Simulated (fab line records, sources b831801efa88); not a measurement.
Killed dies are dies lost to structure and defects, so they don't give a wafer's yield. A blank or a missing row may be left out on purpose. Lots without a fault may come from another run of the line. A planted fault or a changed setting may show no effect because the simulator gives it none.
Which tool did it? | flow gf180mcu | 13 lots, 39 wafers sampled, at 6 steps of a route of 602

WHAT THE GAUGES READ, wafer by wafer
GF_VT_IMPLANT_OVL_MEAS_40. Usual: VT_IMPLANT_03_OVL -0.4 nm, standard deviation 1.1.
lot  | measured     | on         | VT_IMPLANT_03_OVL (nm) | flag
L242 | day 7 23:35  | overlay-02 | 0.0 -1.8 -0.7          |
L248 | day 9 19:17  | overlay-02 | -0.3 -1.2 -0.7         |
L249 | day 10 01:50 | overlay-01 | 0.0 -2.4 0.0           |
L250 | day 10 07:11 | overlay-01 | - - -                  | OFF
L252 | day 10 21:13 | overlay-01 | 0.5 0.4 -0.6           |
L253 | day 11 06:28 | overlay-02 | -0.2 -0.7 0.5          |
L255 | day 11 19:02 | overlay-02 | 0.9 -1.2 0.0           |
L256 | day 12 00:23 | overlay-02 | 0.0 -0.1 0.4           |
L257 | day 12 07:41 | overlay-02 | 1.3 0.2 0.2            |
L258 | day 12 13:02 | overlay-02 | -0.2 0.7 1.9           |
L260 | day 13 04:03 | overlay-02 | -0.9 0.0 0.8           |
L262 | day 13 15:32 | overlay-01 | 1.1 0.8 0.1            |
L263 | day 13 23:24 | overlay-02 | -0.1 -1.1 0.3          |

GF_VT_IMPLANT_TW_MEAS_43. Usual: VT_IMPLANT_4_TW 688, standard deviation 4.6.
lot  | measured     | on            | VT_IMPLANT_4_TW | flag
L242 | day 7 23:52  | film_metro-03 | 687 684 685     |
L248 | day 9 19:34  | film_metro-01 | 685 686 683     |
L249 | day 10 02:07 | film_metro-03 | 685 685 687     |
L250 | day 10 07:29 | film_metro-02 | 30 30 30        | OFF
L252 | day 10 21:30 | film_metro-03 | 682 680 684     |
L253 | day 11 06:45 | film_metro-01 | 690 687 692     |
L255 | day 11 19:19 | film_metro-03 | 678 677 684     |
L256 | day 12 00:41 | film_metro-03 | 683 686 684     |
L257 | day 12 07:59 | film_metro-03 | 686 682 683     |
L258 | day 12 13:19 | film_metro-02 | 688 696 688     |
L260 | day 13 04:20 | film_metro-03 | 687 685 684     |
L262 | day 13 15:49 | film_metro-01 | 688 692 689     |
L263 | day 13 23:42 | film_metro-02 | 690 688 688     |

GF_DUAL_GATE_OVL_MEAS_11. Usual: DUAL_GATE_OVL 0.1 nm, standard deviation 1.3.
lot  | measured     | on         | DUAL_GATE_OVL (nm) | flag
L242 | day 8 19:29  | overlay-02 | -1.0 0.4 0.1       |
L248 | day 10 15:38 | overlay-01 | 0.3 -0.1 -1.3      |
L249 | day 10 22:33 | overlay-02 | 1.3 3.5 0.4        |
L252 | day 11 18:25 | overlay-01 | -0.5 -1.0 0.1      |
L253 | day 12 04:26 | overlay-01 | -2.6 -1.9 -2.2     |
L255 | day 12 17:11 | overlay-02 | 1.4 2.2 0.2        |
L256 | day 12 23:14 | overlay-02 | -0.5 0.0 -0.1      |
L257 | day 13 06:22 | overlay-02 | 1.1 0.9 1.8        |
L258 | day 13 11:46 | overlay-01 | -1.1 -0.1 -1.0     |
L260 | day 14 02:54 | overlay-02 | -0.1 0.1 -1.5      |
L262 | day 14 14:29 | overlay-01 | -0.5 -0.8 0.0      |
L263 | day 14 23:03 | overlay-01 | -0.4 -1.1 0.5      |

GF_POLY_GATE_CD_MEAS_10: target cd 280 nm. Usual: cd_nm 280.3 nm, standard deviation 1.2.
lot  | measured     | on        | cd_nm (nm)        | flag
L242 | day 9 15:17  | cd_sem-01 | 279.9 279.3 276.9 |
L248 | day 11 13:04 | cd_sem-01 | 281.2 281.4 281.8 |
L249 | day 11 21:53 | cd_sem-02 | 278.9 279.8 279.9 |
L252 | day 12 16:48 | cd_sem-02 | 280.7 280.6 280.5 |
L253 | day 13 03:16 | cd_sem-02 | 281.2 279.8 280.1 |
L255 | day 13 18:17 | cd_sem-02 | 279.2 280.0 281.7 |
L256 | day 13 23:25 | cd_sem-01 | 279.0 280.1 279.8 |
L257 | day 14 05:20 | cd_sem-01 | 281.5 280.9 281.5 |
L258 | day 14 11:56 | cd_sem-01 | 281.0 280.2 280.7 |
L260 | day 15 02:31 | cd_sem-01 | 280.4 279.6 280.8 |
L262 | day 15 16:01 | cd_sem-02 | 282.3 283.0 282.3 |
L263 | day 16 00:07 | cd_sem-01 | 280.6 279.1 279.5 |

GF_POLY_GATE_CD_MEAS_18. Usual: cd_nm 280.6 nm, standard deviation 1.4.
lot  | measured     | on        | cd_nm (nm)        | flag
L242 | day 9 17:01  | cd_sem-02 | 279.6 279.6 276.7 |
L248 | day 11 15:15 | cd_sem-01 | 281.6 281.1 282.9 |
L249 | day 11 23:37 | cd_sem-02 | 278.6 278.9 279.4 |
L252 | day 12 19:17 | cd_sem-02 | 281.3 281.3 281.0 |
L253 | day 13 04:59 | cd_sem-02 | 281.8 280.2 278.8 |
L255 | day 13 21:11 | cd_sem-01 | 280.0 280.9 282.0 |
L256 | day 14 01:08 | cd_sem-02 | 280.1 282.2 279.8 |
L257 | day 14 07:07 | cd_sem-01 | 280.5 281.8 281.1 |
L258 | day 14 13:40 | cd_sem-02 | 281.7 281.0 280.7 |
L260 | day 15 04:14 | cd_sem-01 | 278.9 279.6 280.5 |
L262 | day 15 17:44 | cd_sem-02 | 283.4 283.8 282.3 |
L263 | day 16 02:55 | cd_sem-01 | 281.4 280.5 280.5 |

WHICH TOOL RAN EACH LOT (tool, then ch and the chambers of the sampled wafers, then the start)
lot  | GF_VT_IMPLANT_EXPOSE_37
L242 | iline_stepper-02 ch 0, day 7 16:11
L248 | iline_stepper-02 ch 0, day 9 10:52
L249 | iline_stepper-01 ch 0, day 9 17:15
L250 | iline_stepper-02 ch 0, day 9 23:07
L252 | iline_stepper-01 ch 0, day 10 11:45
L253 | iline_stepper-02 ch 0, day 10 22:05
L255 | iline_stepper-02 ch 0, day 11 09:41
L256 | iline_stepper-02 ch 0, day 11 15:28
L257 | iline_stepper-02 ch 0, day 11 21:58
L258 | iline_stepper-01 ch 0, day 12 03:11
L260 | iline_stepper-02 ch 0, day 12 18:18
L262 | iline_stepper-02 ch 0, day 13 05:58
L263 | iline_stepper-01 ch 0, day 13 13:40
- GF_VT_IMPLANT_EXPOSE_37: exposes mask Nwell HV AREA, target cd 860 nm.

WHAT THE TOOLS THEMSELVES READ (means of the sampled wafers that have a number; where no wafer has one, the mark that the record gives instead)
GF_VT_IMPLANT_EXPOSE_37. Usual: stage_vel_mm_s 500.05 mm/s, standard deviation 0.23.
lot  | tool             | stage_vel_mm_s (mm/s) | flag
L242 | iline_stepper-02 | 500.00                |
L248 | iline_stepper-02 | 499.94                |
L249 | iline_stepper-01 | 500.10                |
L250 | iline_stepper-02 | 499.92                |
L252 | iline_stepper-01 | 500.03                |
L253 | iline_stepper-02 | 499.87                |
L255 | iline_stepper-02 | 500.23                |
L256 | iline_stepper-02 | 500.22                |
L257 | iline_stepper-02 | 500.44                |
L258 | iline_stepper-01 | 500.17                |
L260 | iline_stepper-02 | 499.98                |
L262 | iline_stepper-02 | 500.16                |
L263 | iline_stepper-01 | 499.99                |

THE ANSWER, worked out from the rows above alone
Rule: a lot is off if the mean of its wafers that have a number lies more than 3 standard deviations from the usual mean. A lot without any number at a reading at which 4 lots or more have one is off too. The other lots that the step has rows for count as sound. The gauges are gone through in route order, then the tools' own readings, and for those a lot's mean is taken as printed above. The first step at which some lot is off is used, and at that step the reading that is off furthest; a lot without a number counts as furthest.
Off: L250, at GF_VT_IMPLANT_OVL_MEAS_40 (VT_IMPLANT_03_OVL). Without a number there: L250.
A tool fits if, at a process step before that reading, it ran every lot that is off, and no sound lot after the first of them. The gauges at GF_VT_IMPLANT_OVL_MEAS_40 aren't tried: what is off there is off at GF_VT_IMPLANT_TW_MEAS_43 too, on other tools, and a gauge's error can't cause that. None of those tried fits.

WHAT THE SIMULATOR HAD PUT IN
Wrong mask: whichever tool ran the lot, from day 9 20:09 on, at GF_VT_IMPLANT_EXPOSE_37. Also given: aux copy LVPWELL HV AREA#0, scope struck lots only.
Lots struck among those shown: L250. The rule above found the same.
